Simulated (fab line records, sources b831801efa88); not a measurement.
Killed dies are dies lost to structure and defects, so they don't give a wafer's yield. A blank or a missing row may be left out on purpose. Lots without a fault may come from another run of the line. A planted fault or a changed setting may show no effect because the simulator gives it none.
Which tool did it? | flow gf180mcu | 13 lots, 39 wafers sampled, at 2 steps of a route of 602

WHAT THE GAUGES READ, wafer by wafer
GF_V4_THK_MEAS_03.
lot  | measured     | on            | V4_CVD_02_THK (nm)
L588 | day 23 14:29 | film_metro-03 | 834 836 853
L589 | day 23 16:10 | film_metro-02 | 851 860 850
L590 | day 24 09:37 | film_metro-03 | 848 854 858
L596 | day 26 01:56 | film_metro-03 | 838 833 844
L600 | day 27 13:28 | film_metro-02 | 843 846 864
L601 | day 28 00:55 | film_metro-01 | 846 848 853
L603 | day 28 12:59 | film_metro-02 | 834 844 852
L605 | day 28 23:44 | film_metro-02 | 843 849 849
L606 | day 29 08:57 | film_metro-01 | 850 842 859
L608 | day 30 00:12 | film_metro-01 | 832 858 864
L609 | day 30 02:09 | film_metro-03 | 830 832 850
L610 | day 30 07:51 | film_metro-03 | 856 871 858
L611 | day 30 18:16 | film_metro-03 | 853 847 860

WHICH TOOL RAN EACH LOT (tool, then ch and the chambers of the sampled wafers, then the start)
lot  | GF_V3_ETCH_16
L588 | rie_diel-03 ch 0,1,2, day 22 12:52
L589 | rie_diel-04 ch 0,3, day 22 14:17
L590 | rie_diel-03 ch 1,3, day 23 08:26
L596 | rie_diel-01 ch 0,2,3, day 25 02:25
L600 | rie_diel-03 ch 0,1,3, day 26 14:10
L601 | rie_diel-04 ch 0,1,2, day 27 01:31
L603 | rie_diel-01 ch 1,2,3, day 27 14:37
L605 | rie_diel-04 ch 1,2,3, day 28 01:14
L606 | rie_diel-01 ch 2,3, day 28 10:41
L608 | rie_diel-04 ch 2,3, day 29 02:19
L609 | rie_diel-03 ch 1,3, day 29 04:23
L610 | rie_diel-03 ch 0,1,3, day 29 11:04
L611 | rie_diel-01 ch 0,1,3, day 29 21:28
- GF_V3_ETCH_16: etches BARC in N2/H2.

WHAT THE TOOLS THEMSELVES READ (means of the sampled wafers that have a number; where no wafer has one, the mark that the record gives instead)
GF_V3_ETCH_16.
lot  | tool        | drypump_motor_current_A (A) | n2_flow_sccm (sccm) | oes_product_au (a.u.) | throttle_valve_pct (%)
L588 | rie_diel-03 | 5.9                         | 99.9                | 0.855                 | 13.229
L589 | rie_diel-04 | 6.4                         | 99.7                | 0.855                 | 13.227
L590 | rie_diel-03 | 5.8                         | 100.1               | 0.862                 | 13.223
L596 | rie_diel-01 | 5.5                         | 100.0               | 0.857                 | 13.223
L600 | rie_diel-03 | 6.1                         | 99.8                | 0.861                 | 13.227
L601 | rie_diel-04 | 6.5                         | 100.1               | 0.856                 | 13.229
L603 | rie_diel-01 | 5.6                         | 100.4               | 0.858                 | 13.216
L605 | rie_diel-04 | 6.3                         | 99.7                | 0.850                 | 13.227
L606 | rie_diel-01 | 5.2                         | 100.1               | 0.859                 | 13.221
L608 | rie_diel-04 | 6.1                         | 100.0               | 0.853                 | 13.229
L609 | rie_diel-03 | 5.9                         | 100.1               | 0.856                 | 13.221
L610 | rie_diel-03 | 6.2                         | 100.0               | 0.858                 | 13.228
L611 | rie_diel-01 | 5.9                         | 99.9                | 0.844                 | 13.231

THE ANSWER, worked out from the rows above alone
Rule: what is usual is taken from the lots themselves. Put in order of their means at a reading, lots are off if they are a third of the lots or fewer, leave a main group of 4 or more, and stand apart from it by a gap of 3 or more times the standard deviation of the main group's means; of several such gaps the widest counts. A main group whose means are all the same, to the digits that the tables above print for the reading, isn't used. A lot without any number at a reading at which 4 lots or more have one is off too. The other lots that the step has rows for count as sound. The gauges are gone through in route order, then the tools' own readings, and for those a lot's mean is taken as printed above. The first step at which some lot is off is used, and at that step the reading that is off furthest; a lot without a number counts as furthest.
No lot is off at any reading shown: from this, nothing can be told.

WHAT THE SIMULATOR HAD PUT IN
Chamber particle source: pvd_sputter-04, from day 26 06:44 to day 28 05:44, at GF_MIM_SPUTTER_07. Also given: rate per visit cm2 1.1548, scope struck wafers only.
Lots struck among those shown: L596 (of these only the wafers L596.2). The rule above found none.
